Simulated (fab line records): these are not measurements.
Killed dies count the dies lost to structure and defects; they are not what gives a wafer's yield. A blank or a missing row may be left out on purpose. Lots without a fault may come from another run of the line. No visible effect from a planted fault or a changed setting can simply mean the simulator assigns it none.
Code-filled problem report in 8D (eight disciplines) form || flow gf180mcu || the parts of the form that need people (team, actions taken, sign-off) are left out

## 1. THE PROBLEM
Wafers free of any fault read 704 nm (standard deviation 9.4) for PASSIVATION_CVD_02_THK at GF_PASSIVATION_THK_MEAS_03, against a mean of 818 nm on 6 wafers of 2 lots. Relative to the usual mean, that is a shift of +12 standard deviations.
The first sign was on wafer L651.2 at day 32 00:09, on filmMetro-04. At this step, 42 wafers from 14 lots have a number in the record. By rule, "out" or "out of limits" means more than 4 standard deviations away from the usual mean. All remaining wafers that have a number are taken as sound.

## 2. WHAT IT IS, AND WHAT IT ISN'T
{"question": "which readings at this step", "is": "PASSIVATION_CVD_02_THK", "is not": "-"}
{"question": "which lots", "is": "L651, L652", "is not": "L638, L639, L640, L641, L643, L644, L646, L647, L650, L654, L659, L660"}
{"question": "which wafers of those lots", "is": "all that have a number", "is not": "-"}
{"question": "read on which gauges", "is": "filmMetro-02, filmMetro-04", "is not": "filmMetro-01"}
{"question": "when", "is": "from day 32 00:09", "is not": "up to then (27 sound wafers); but 9 sound wafers of L654, L659, L660 came after"}

## 3. WHAT RULES OUT EACH SUSPECT
Counting: a tool stays on the suspect list if, at a process step up to the reading, it processed all lots that are out and no sound lot following the first of them.
- ruled out: the gauge at GF_PASSIVATION_THK_MEAS_03. Those wafers that are out were read across 2 gauges (filmMetro-02, filmMetro-04).
- pecvd-03 at GF_PASSIVATION_CVD_02 (deposits Si3N4, target thk 700 nm, time 486.18 s): kept. It processed each lot that is out, first L651 at day 31 23:51, and no sound lot thereafter; up to then, the last sound lot it processed was L646 at day 30 15:53.
Remaining after the count: pecvd-03 at GF_PASSIVATION_CVD_02.

## 4. THE CAUSE (what the simulator had put in)
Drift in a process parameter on pecvd-03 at GF_PASSIVATION_CVD_02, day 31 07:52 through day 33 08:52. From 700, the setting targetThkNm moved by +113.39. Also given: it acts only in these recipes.
Only this tool survived the counting.

## 5. THE CHAIN OF EFFECTS, in route order
One row per reading whose mean, taken over the struck wafers that have a number, lies over 3 standard deviations from the usual. Only readings for which the record gives a usual standard deviation are gone through. hours: the time from each lot's start at the first step in this table that gives one to its start at this step, as a median over the lots. sigmas: the change in usual standard deviations.
{"hours": 0, "step": "GF_PASSIVATION_THK_MEAS_03", "reading": "PASSIVATION_CVD_02_THK", "usual": "704 nm", "on struck wafers": 818, "change": "+114", "sigmas": "+12"}

## 6. WHAT WOULD HAVE CAUGHT IT SOONER
16 hours passed between the start of the fault at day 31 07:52 and the first reading out of limits at a measuring or inspecting step in this record, taken at day 32 00:09.
Of the tool readings at GF_PASSIVATION_CVD_02 for which the record gives a usual standard deviation, none was out on any struck wafer, so an alarm limit of 4 standard deviations on them would not have fired.
Lots out: 2; of these, L652 started GF_PASSIVATION_CVD_02 on pecvd-03 after day 32 00:09. A tool hold placed at that time would have kept it from harm.
